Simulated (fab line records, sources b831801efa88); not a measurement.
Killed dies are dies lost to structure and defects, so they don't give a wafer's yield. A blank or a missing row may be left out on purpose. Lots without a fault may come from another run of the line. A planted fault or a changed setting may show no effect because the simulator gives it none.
Which tool did it? | flow sky130 | 14 lots, 38 wafers sampled, at 4 steps of a route of 708

WHAT THE GAUGES READ, wafer by wafer
SKY_LI_CONTACT_THK_MEAS_01.
lot  | measured     | on            | LI_CONTACT_HDPCVD_THK (nm)
L599 | day 27 22:21 | film_metro-03 | 934 928 933
L600 | day 28 01:58 | film_metro-04 | 927 930 927
L601 | day 28 19:32 | film_metro-04 | 933 933 928
L602 | day 28 22:10 | film_metro-02 | 927 923 916
L603 | day 29 09:13 | film_metro-04 | 918 922 926
L604 | day 29 12:34 | film_metro-02 | 915 914 925
L608 | day 31 02:54 | film_metro-04 | 918 929 918
L610 | day 31 15:28 | film_metro-04 | 930 924 921
L611 | day 32 04:19 | film_metro-02 | 928 931 921
L614 | day 33 02:29 | film_metro-03 | 935 946
L613 | day 33 03:16 | film_metro-03 | 938 928 934
L616 | day 33 18:53 | film_metro-04 | 953 931
L618 | day 34 10:14 | film_metro-04 | 936
L622 | day 35 20:01 | film_metro-03 | 941 926 924

SKY_CONTACT_THK_MEAS_01.
lot  | measured     | on            | CONTACT_CVD_00_THK (nm)
L599 | day 30 10:49 | film_metro-01 | 75.6 75.8 75.9
L600 | day 30 13:46 | film_metro-04 | 74.7 76.0 75.3
L601 | day 31 06:17 | film_metro-02 | 73.9 74.7 74.6
L602 | day 31 10:20 | film_metro-01 | 75.6 75.6 76.8
L603 | day 31 20:37 | film_metro-02 | 74.4 76.7 76.1
L604 | day 31 23:35 | film_metro-01 | 74.9 76.5 76.1
L608 | day 33 10:54 | film_metro-04 | 74.1 74.3 75.3
L610 | day 34 00:08 | film_metro-02 | 73.9 74.8 75.5
L611 | day 34 12:44 | film_metro-01 | 75.4 75.1 76.0
L614 | day 35 09:18 | film_metro-04 | 73.6 73.1
L613 | day 35 10:17 | film_metro-04 | 75.0 75.3 76.2
L616 | day 36 02:14 | film_metro-04 | 74.1 75.6
L618 | day 36 16:45 | film_metro-01 | 75.2
L622 | day 38 02:22 | film_metro-01 | 74.8 75.0 75.0

SKY_CONTACT_BOW_MEAS_05.
lot  | measured     | on            | CONTACT_BOW (um)
L599 | day 30 11:19 | film_metro-01 | 77 82 69
L600 | day 30 14:16 | film_metro-01 | 85 86 89
L601 | day 31 06:48 | film_metro-04 | 82 99 76
L602 | day 31 10:49 | film_metro-02 | 80 77 71
L603 | day 31 21:07 | film_metro-04 | 82 83 68
L604 | day 32 00:05 | film_metro-04 | 87 76 76
L608 | day 33 11:23 | film_metro-01 | 97 89 97
L610 | day 34 00:40 | film_metro-02 | 80 79 69
L611 | day 34 13:14 | film_metro-02 | 90 82 86
L614 | day 35 09:47 | film_metro-04 | 83 80
L613 | day 35 10:47 | film_metro-04 | 89 79 73
L616 | day 36 02:51 | film_metro-01 | 97 90
L618 | day 36 17:18 | film_metro-02 | 76
L622 | day 38 02:52 | film_metro-01 | 90 89 78

WHICH TOOL RAN EACH LOT (tool, then ch and the chambers of the sampled wafers, then the start)
lot  | SKY_LI_CONTACT_CMP_24
L599 | cmp-02 ch 0,1,3, day 29 04:41
L600 | cmp-02 ch 1,2,3, day 29 08:15
L601 | cmp-01 ch 1,2,3, day 30 01:02
L602 | cmp-02 ch 2,3, day 30 04:23
L603 | cmp-01 ch 0,1,3, day 30 15:19
L604 | cmp-01 ch 0,2,3, day 30 18:22
L608 | cmp-01 ch 1,2, day 32 07:37
L610 | cmp-01 ch 0,1,3, day 32 20:20
L611 | cmp-01 ch 0,2, day 33 08:38
L614 | cmp-01 ch 1,2, day 34 05:54
L613 | cmp-02 ch 0,1,3, day 34 06:40
L616 | cmp-01 ch 0,2, day 34 22:55
L618 | cmp-01 ch 3, day 35 13:37
L622 | cmp-02 ch 1,3, day 36 23:02
- SKY_LI_CONTACT_CMP_24: polishes, stops on PSG, t overpolish 20 s, target thk 0 nm.

WHAT THE TOOLS THEMSELVES READ (means of the sampled wafers that have a number; where no wafer has one, the mark that the record gives instead)
SKY_LI_CONTACT_CMP_24.
lot  | tool   | motor_current_A (A) | overpolish_run_s (s) | slurry_flow_ml_min | time_to_endpoint_s (s)
L599 | cmp-02 | 10.6                | 20.005               | 150.3              | 102
L600 | cmp-02 | 11.0                | 19.996               | 149.7              | 97
L601 | cmp-01 | 11.3                | 19.995               | 149.8              | 99
L602 | cmp-02 | 11.0                | 20.000               | 150.1              | 96
L603 | cmp-01 | 10.9                | 19.998               | 149.8              | 92
L604 | cmp-01 | 11.3                | 19.997               | 150.0              | 95
L608 | cmp-01 | 10.3                | 20.005               | 149.4              | 99
L610 | cmp-01 | 10.6                | 20.000               | 149.8              | 96
L611 | cmp-01 | 10.3                | 19.999               | 150.3              | 94
L614 | cmp-01 | 9.6                 | 20.006               | 149.9              | 74
L613 | cmp-02 | 11.1                | 19.992               | 149.7              | 97
L616 | cmp-01 | 10.5                | 20.005               | 150.3              | 54
L618 | cmp-01 | 13.0                | 20.001               | 150.3              | 105
L622 | cmp-02 | 11.6                | 19.996               | 150.3              | 99

THE ANSWER, worked out from the rows above alone
Rule: what is usual is taken from the lots themselves. Put in order of their means at a reading, lots are off if they are a third of the lots or fewer, leave a main group of 4 or more, and stand apart from it by a gap of 3 or more times the standard deviation of the main group's means; of several such gaps the widest counts. A main group whose means are all the same, to the digits that the tables above print for the reading, isn't used. A lot without any number at a reading at which 4 lots or more have one is off too. The other lots that the step has rows for count as sound. The gauges are gone through in route order, then the tools' own readings, and for those a lot's mean is taken as printed above. The first step at which some lot is off is used, and at that step the reading that is off furthest; a lot without a number counts as furthest.
Off: L614, L616, at SKY_LI_CONTACT_CMP_24 (time_to_endpoint_s). The main group: mean 98 s, standard deviation 3.4.
A tool fits if, at that step or a process step before it, it ran every lot that is off, and no sound lot after the first of them. None of those tried fits.

WHAT THE SIMULATOR HAD PUT IN
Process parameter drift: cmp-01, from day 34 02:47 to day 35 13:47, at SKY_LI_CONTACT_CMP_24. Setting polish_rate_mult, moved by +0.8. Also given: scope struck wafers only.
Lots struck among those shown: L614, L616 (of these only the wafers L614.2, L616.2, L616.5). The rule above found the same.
